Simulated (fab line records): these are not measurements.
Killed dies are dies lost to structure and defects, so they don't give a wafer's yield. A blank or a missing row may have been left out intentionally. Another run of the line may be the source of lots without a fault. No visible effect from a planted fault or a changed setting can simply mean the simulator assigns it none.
Which of the tools did it?	flow sky130	33 wafers from 11 lots sampled at 6 of the route's 708 steps

## WHAT EACH GAUGE READ, for each wafer
SKY_SD_N_RS_MEAS_16: a four-point-probe measurement. Usual: for SD_N_RS the level is 68.56 ohm/sq and the standard deviation is 0.13.
lot	measured	on	SD_N_RS (ohm/sq)	flag
L494	day 27 12:40	film metro-03	68.37 68.46 68.26	
L495	day 27 14:49	film metro-02	68.55 68.62 68.66	
L498	day 29 02:14	film metro-02	68.71 68.78 68.85	
L501	day 30 10:38	film metro-01	68.61 68.59 68.65	
L502	day 31 02:23	film metro-02	68.53 68.62 68.69	
L506	day 32 19:01	film metro-03	65.83 66.14 65.97 65.91 65.98 66.06	OFF
L508	day 33 01:28	film metro-03	65.89 65.87 65.97 65.80 66.01 65.96	OFF
L510	day 33 06:52	film metro-01	68.76 68.76 68.72	
L513	day 34 04:50	film metro-02	68.54 68.55 68.65	
L512	day 34 07:30	film metro-01	68.72 68.77 68.53	
L517	day 35 09:13	film metro-02	68.62 68.83 68.65	

SKY_CONTACT_THK_MEAS_01. Usual: for CONTACT_CVD_00_THK the level is 74.8 nm and the standard deviation is 0.96.
lot	measured	on	CONTACT_CVD_00_THK (nm)	flag
L494	day 30 00:02	film metro-03	73.9 73.7 75.4	
L495	day 30 01:46	film metro-04	73.1 74.0 73.9	
L498	day 31 13:15	film metro-04	75.2 74.4 75.2	
L501	day 32 20:27	film metro-01	74.0 73.8 74.5	
L502	day 33 10:49	film metro-03	74.6 74.2 74.9	
L506	day 35 03:49	film metro-03	75.2 75.2 76.0	
L508	day 35 09:26	film metro-04	74.9 74.9 76.3	
L510	day 35 15:31	film metro-04	73.7 75.2 75.9	
L513	day 36 12:05	film metro-04	74.1 75.7 74.7	
L512	day 36 14:46	film metro-04	75.0 73.8 74.9	
L517	day 37 16:22	film metro-01	74.7 76.2 75.5	

## WHICH TOOL RAN EACH LOT (tool, then ch and the chambers of the sampled wafers, then the start)
lot	SKY_SD_N_IMPLANT_09	SKY_SD_N_STRIP_11	SKY_LI_CONTACT_CMP_02	SKY_LOCAL_INTERCONNECT_ETCH_13
L494	implanter-01 ch 0, day 27 11:59	plasma asher-02 ch 0,1, day 27 12:17	cmp-01 ch 2,3, day 27 13:12	rie metal-02 ch 1, day 29 23:13
L495	implanter-04 ch 0, day 27 14:04	plasma asher-02 ch 0,1, day 27 14:22	cmp-01 ch 1,2, day 27 15:21	rie metal-04 ch 0,1, day 30 00:58
L498	implanter-03 ch 0, day 29 01:32	plasma asher-03 ch 0,1, day 29 01:49	cmp-02 ch 1,2,3, day 29 02:45	rie metal-02 ch 0,1, day 31 12:28
L501	implanter-03 ch 0, day 30 09:54	plasma asher-04 ch 0,1, day 30 10:10	cmp-02 ch 0,2,3, day 30 11:15	rie metal-04 ch 0,1, day 32 19:42
L502	implanter-01 ch 0, day 31 01:42	plasma asher-03 ch 0,1, day 31 01:59	cmp-01 ch 0,1,3, day 31 02:54	rie metal-04 ch 0,1, day 33 10:01
L506	implanter-01 ch 0, day 32 18:20	plasma asher-04 ch 0,1, day 32 18:38	cmp-01 ch 0,1,3, day 32 21:43	rie metal-03 ch 0,1, day 35 03:04
L508	implanter-01 ch 0, day 33 00:47	plasma asher-02 ch 0,1, day 33 01:04	cmp-01 ch 2,3, day 33 07:04	rie metal-02 ch 0,1, day 35 08:40
L510	implanter-04 ch 0, day 33 06:10	plasma asher-03 ch 0,1, day 33 06:28	cmp-02 ch 1,2,3, day 33 07:27	rie metal-02 ch 0, day 35 14:46
L513	implanter-03 ch 0, day 34 04:10	plasma asher-02 ch 0,1, day 34 04:27	cmp-01 ch 2,3, day 34 05:23	rie metal-04 ch 0,1, day 36 11:20
L512	implanter-03 ch 0, day 34 06:49	plasma asher-02 ch 0,1, day 34 07:07	cmp-01 ch 0,1,2, day 34 08:02	rie metal-04 ch 0,1, day 36 14:01
L517	implanter-03 ch 0, day 35 08:31	plasma asher-03 ch 0,1, day 35 08:49	cmp-01 ch 0,3, day 35 09:55	rie metal-04 ch 0,1, day 37 15:37
- SKY_SD_N_IMPLANT_09
- SKY_SD_N_STRIP_11: strips in O2/N2.
- SKY_LI_CONTACT_CMP_02: polishes PSG.
- SKY_LOCAL_INTERCONNECT_ETCH_13: etches BARC in N2/H2, stops on SiO2, time 45.9 s, target depth 60 nm.

## WHAT THE TOOLS THEMSELVES READ (means of the sampled wafers that have a number; where no wafer has one, the mark that the record gives instead)
SKY_SD_N_IMPLANT_09. Usual: beam on s 20.6 s, standard deviation 0.9; dose ions cm2 4e+15, standard deviation 4.8e+12; end station pressure torr 1.19e-05 Torr, standard deviation 7.2e-07.
lot	tool	beam on s (s)	dose ions cm2	end station pressure torr (Torr)	flag
L494	implanter-01	20.6	4e+15	1.19e-05	
L495	implanter-04	20.1	4e+15	1.22e-05	
L498	implanter-03	21.6	4e+15	1.15e-05	
L501	implanter-03	21.9	4e+15	1.13e-05	
L502	implanter-01	20.3	4e+15	1.16e-05	
L506	implanter-01	28.4	6e+15	1.09e-05	OFF
L508	implanter-01	28.0	6e+15	1.15e-05	OFF
L510	implanter-04	20.0	4e+15	1.18e-05	
L513	implanter-03	21.4	4e+15	1.12e-05	
L512	implanter-03	21.2	4e+15	1.13e-05	
L517	implanter-03	22.0	4e+15	1.14e-05	

SKY_SD_N_STRIP_11. Usual: drypump motor current A 6.0 A, standard deviation 0.31; oes product au 0.527 a.u., standard deviation 0.0043; strip time to endpoint s 22.52 s, standard deviation 0.039.
lot	tool	drypump motor current A (A)	oes product au (a.u.)	strip time to endpoint s (s)	flag
L494	plasma asher-02	5.8	0.524	22.45	
L495	plasma asher-02	5.8	0.527	22.59	
L498	plasma asher-03	6.3	0.528	22.54	
L501	plasma asher-04	6.1	0.531	22.48	
L502	plasma asher-03	6.2	0.529	22.53	
L506	plasma asher-04	6.2	0.516	23.42	OFF
L508	plasma asher-02	5.8	0.514	23.49	OFF
L510	plasma asher-03	6.0	0.530	22.49	
L513	plasma asher-02	5.8	0.532	22.54	
L512	plasma asher-02	5.7	0.525	22.52	
L517	plasma asher-03	6.2	0.524	22.48	

SKY_LI_CONTACT_CMP_02. Usual: motor current A 11.6 A, standard deviation 1.1; time to endpoint s 32.5 s, standard deviation 2.8.
lot	tool	motor current A (A)	time to endpoint s (s)	flag
L494	cmp-01	12.7	32.8	
L495	cmp-01	13.1	35.1	
L498	cmp-02	11.1	28.4	
L501	cmp-02	10.8	30.2	
L502	cmp-01	11.6	35.6	
L506	cmp-01	11.6	34.5	
L508	cmp-01	12.5	29.9	
L510	cmp-02	10.8	31.2	
L513	cmp-01	12.6	34.4	
L512	cmp-01	12.0	32.1	
L517	cmp-01	10.8	33.1	

SKY_LOCAL_INTERCONNECT_ETCH_13. Usual: drypump motor current A 5.7 A, standard deviation 0.58; oes product au 0.853 a.u., standard deviation 0.0047; throttle valve pct 13.224 %, standard deviation 0.01.
lot	tool	drypump motor current A (A)	oes product au (a.u.)	throttle valve pct (%)	flag
L494	rie metal-02	6.0	0.851	13.228	
L495	rie metal-04	5.9	0.852	13.223	
L498	rie metal-02	6.0	0.850	13.220	
L501	rie metal-04	5.4	0.854	13.234	
L502	rie metal-04	5.4	0.854	13.226	
L506	rie metal-03	5.2	0.851	13.222	
L508	rie metal-02	5.9	0.858	13.225	
L510	rie metal-02	5.9	0.854	13.221	
L513	rie metal-04	5.4	0.854	13.225	
L512	rie metal-04	5.9	0.851	13.228	
L517	rie metal-04	5.9	0.857	13.217	

## THE ANSWER, worked out from the rows above alone
Rule: a lot is off if the mean of its wafers that have a number lies more than 3 standard deviations from the usual mean. Also off: a lot with no number at a reading for which 4 or more lots have one. All remaining lots with rows at the step are treated as sound. Order of review: gauges by route order, followed by the tools' own readings, for which a lot's mean as printed above is used. The first step at which some lot is off is used, and at that step the reading that is off furthest; a lot without a number counts as furthest.
Off: at SKY_SD_N_RS_MEAS_16 (SD_N_RS), L506, L508.
If a tool, at a process step before that reading, ran all the lots that are off and no sound lot after the first of them, it fits. Not tried: the gauges at SKY_SD_N_RS_MEAS_16; whatever is off there is also off at SKY_SD_N_IMPLANT_09, on other tools, and gauge error can't account for it. One candidate fits, namely implanter-01 at SKY_SD_N_IMPLANT_09. Its last sound lot is L502 (day 31 01:42), its first lot that is off L506 (day 32 18:20): a fault that began between those two fits.
The tool's own readings at SKY_SD_N_IMPLANT_09 bear it out: on the lots that are off they differ by more than 5 times the standard deviation of the sound lots' means. beam on s reads 28.2 s there against 21.0 s on the sound lots; dose ions cm2 reads 6e+15 there against 4e+15 on the sound lots.

## WHAT HAD BEEN PUT IN BY THE SIMULATOR
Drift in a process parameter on implanter-01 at SKY_SD_N_IMPLANT_09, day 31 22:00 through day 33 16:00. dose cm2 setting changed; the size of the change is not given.
Lots struck among those shown: L506, L508. Same finding as the rule above.
